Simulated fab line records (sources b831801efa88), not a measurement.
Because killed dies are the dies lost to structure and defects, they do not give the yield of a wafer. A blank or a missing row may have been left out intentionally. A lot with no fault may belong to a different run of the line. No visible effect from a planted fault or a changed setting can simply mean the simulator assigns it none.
A struck lot beside a sound one || flow gf180mcu || 43 out of 602 route steps
Sound: the wafers L211.1, L211.3, L211.6. Wafers struck: L215.1, L215.4, L215.5. The cause is named last.
Per side, at each step with rows, come the tool, then ch with its chambers, and then its first start. Under that, the readings that differ: sound wafers || struck wafers || difference of the means || sigmas: that difference in standard deviations of wafers without a fault.
alike: words and numbers the same on both sides, and readings whose means are apart by under 2 such deviations; not compared: readings that were withheld, readings missing a value for some wafer, numbers with overlapping values and no deviation given by the record, and bounds like >300 which may hide the same value.
The two part at a step that has a row with sigmas, a row that says differs or no value, or rows on one side only. Non-overlapping numbers with no deviation appear without sigmas and do not part them. Lack of a reading on every wafer of one side parts them only where that side has two or more wafers.

first, 3 steps without rows for these wafers: GF_CONTACT_CLEAN_20 (cleans in DIW); GF_CONTACT_CLEAN_21 (cleans in dHF, time 20 s); GF_CONTACT_SPUTTER_22 (material Ti, target thk 15 nm, time 80.02 s).
GF_CONTACT_SPUTTER_23: material TiN, target thk 10 nm, time 40 s.
  sound on pvd_sputter-01 at day 17 05:31; struck on pvd_sputter-01 at day 19 00:07
  alike: chamber_pressure_pa, throttle_valve_pct
GF_CONTACT_CVD_24: deposits W, target thk 300 nm, time 90.339 s.
  sound on cvd_w-01 ch 0,1, day 17 05:34; struck on cvd_w-02 ch 0,1, day 19 00:09
  alike: heater_power_w
  not compared: since_wet_clean_h
GF_CONTACT_RS_MEAS_25: a four-point-probe measurement.
  sound on film_metro-04 at day 17 05:40; struck on film_metro-03 at day 19 00:15
  alike: CONTACT_W_RS
GF_CONTACT_THK_MEAS_26: measures by xrf.
  sound on film_metro-04 at day 17 05:47; struck on film_metro-03 at day 19 00:22
  alike: CONTACT_W_THK
GF_CONTACT_CMP_27: polishes, stops on SiO2, t overpolish 15 s, target thk 0 nm.
  sound on cmp-01 ch 1,2, day 17 05:53; struck on cmp-02 ch 0,1,3, day 19 00:32
  alike: motor_current_A, overpolish_run_s, retaining_ring_pressure_frac, slurry_flow_ml_min, time_to_endpoint_s
then, 1 step without rows for these wafers: GF_M1_SPUTTER_00 (material Ti, target thk 37.5 nm, time 150 s).
GF_M1_SPUTTER_01: material TiN, target thk 30 nm, time 25 s.
  sound on pvd_sputter-01 at day 17 06:14; struck on pvd_sputter-04 at day 19 00:50
  alike: chamber_pressure_pa, throttle_valve_pct
then, 2 steps without rows for these wafers: GF_M1_SPUTTER_02 (material AlCu, target thk 450 nm, time 23.9 s); GF_M1_SPUTTER_03 (material Ti, target thk 10 nm, time 6.7 s).
GF_M1_SPUTTER_04: material TiN, target thk 50 nm, time 41.7 s.
  sound on pvd_sputter-01 at day 17 06:19; struck on pvd_sputter-04 at day 19 00:55
{"reading": "chamber_pressure_pa (Pa)", "sound": "0.4011 0.3999 0.4017", "struck": "0.3164 0.3135 0.3137", "difference": -0.0864, "sigmas": "-99 or more"}
{"reading": "throttle_valve_pct (%)", "sound": "30.1 30.3 30.5", "struck": "32.3 35.1 34.3", "difference": "+3.6", "sigmas": "+3"}
{"reading": "model.TiN_of_M1_SPUTTER_04.thk_nm (nm)", "sound": "51.07 50.03 49.88", "struck": "53.19 52.2 52.85", "difference": "+2.42", "sigmas": ""}
GF_M1_RS_MEAS_05: a four-point-probe measurement.
  sound on film_metro-02 at day 17 06:22; struck on film_metro-02 at day 19 00:57
  alike: M1_ALCU_RS
GF_M1_THK_MEAS_06: measures by xrf.
  sound on film_metro-02 at day 17 06:29; struck on film_metro-02 at day 19 01:04
{"reading": "M1_ALCU_THK (nm)", "sound": "463 462 460", "struck": "443 450 448", "difference": -15, "sigmas": -2}
then, 7 steps without rows for these wafers: GF_M1_DEHYDRATE_07 (time 60 s); GF_M1_HMDS_08 (prime time 60 s); GF_M1_COAT_09 (resist thk 1011 nm); GF_M1_SOFTBAKE_10 (time 60 s); GF_M1_EXPOSE_11 (exposes mask Metal1, target cd 230 nm); GF_M1_PEB_12 (peb time 90 s); GF_M1_DEVELOP_13 (develop time 60 s).
GF_M1_CD_MEAS_14 targets a cd of 230 nm.
  sound on cd_sem-02 at day 18 06:04; struck on cd_sem-02 at day 20 01:31
  alike: cd_nm
GF_M1_OVL_MEAS_15:
  sound on overlay-01 at day 18 06:11; struck on overlay-02 at day 20 01:38
  alike: M1_OVL
then, 5 steps without rows for these wafers: GF_M1_METAL_ETCH_16 (etches the open film in Cl2/BCl3, stops on SiO2, target depth 750.8 nm, time 125.1 s); GF_M1_STRIP_17 (strips in O2/N2); GF_M1_STRIP_18 (strips in post etch residue remover, time 1200 s); GF_M1_CLEAN_19 (cleans in DIW); GF_V1_CVD_00 (deposits SiO2, target thk 600 nm, time 100 s).
GF_V1_THK_MEAS_01:
  sound on film_metro-01 at day 18 06:58; struck on film_metro-01 at day 20 02:32
  alike: V1_CVD_00_THK
GF_V1_CVD_02: deposits SiO2 from TEOS, target thk 850 nm, time 94.851 s.
  sound on pecvd-03 ch 0,1,2, day 18 07:01; struck on pecvd-03 ch 0,2, day 20 02:36
  alike: heater_power_w
  not compared: since_wet_clean_h
GF_V1_THK_MEAS_03:
  sound on film_metro-04 at day 18 07:05; struck on film_metro-04 at day 20 02:40
  alike: V1_CVD_02_THK
then, 1 step without rows for these wafers: GF_V1_CMP_04 (polishes SiO2).
GF_V1_BOW_MEAS_05:
  sound on film_metro-02 at day 18 07:27; struck on film_metro-04 at day 20 03:02
  alike: V1_BOW
then, 8 steps without rows for these wafers: GF_V1_DEHYDRATE_06 (time 60 s); GF_V1_HMDS_07 (prime time 60 s); GF_V1_COAT_08; GF_V1_COAT_09 (resist thk 1000 nm); GF_V1_SOFTBAKE_10 (time 60 s); GF_V1_EXPOSE_11 (exposes mask Via1, target cd 260 nm); GF_V1_PEB_12 (peb time 90 s); GF_V1_DEVELOP_13 (develop time 60 s).
GF_V1_STRIP_19: strips in post etch residue remover, time 1200 s.
  sound on wet_bench-03 ch 1, day 19 08:30; struck on wet_bench-04 ch 0, day 21 03:43
{"reading": "model.TiN_of_M1_SPUTTER_04.thk_nm (nm)", "sound": "50.23 49.19 49.04", "struck": "52.35 51.35 52.01", "difference": "+2.42", "sigmas": ""}

WHERE THEY PART
First at GF_M1_SPUTTER_04; last, within this record, at GF_M1_THK_MEAS_06. Later steps at which nothing parts them and some readings are alike: GF_M1_CD_MEAS_14, GF_M1_OVL_MEAS_15, GF_V1_THK_MEAS_01, GF_V1_CVD_02, GF_V1_THK_MEAS_03, GF_V1_BOW_MEAS_05.

WHY: the cause the simulator had injected
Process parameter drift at GF_M1_SPUTTER_04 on pvd_sputter-04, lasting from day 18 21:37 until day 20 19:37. Setting chamber_pressure_pa shifted by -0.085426 from 0.4. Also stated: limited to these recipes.
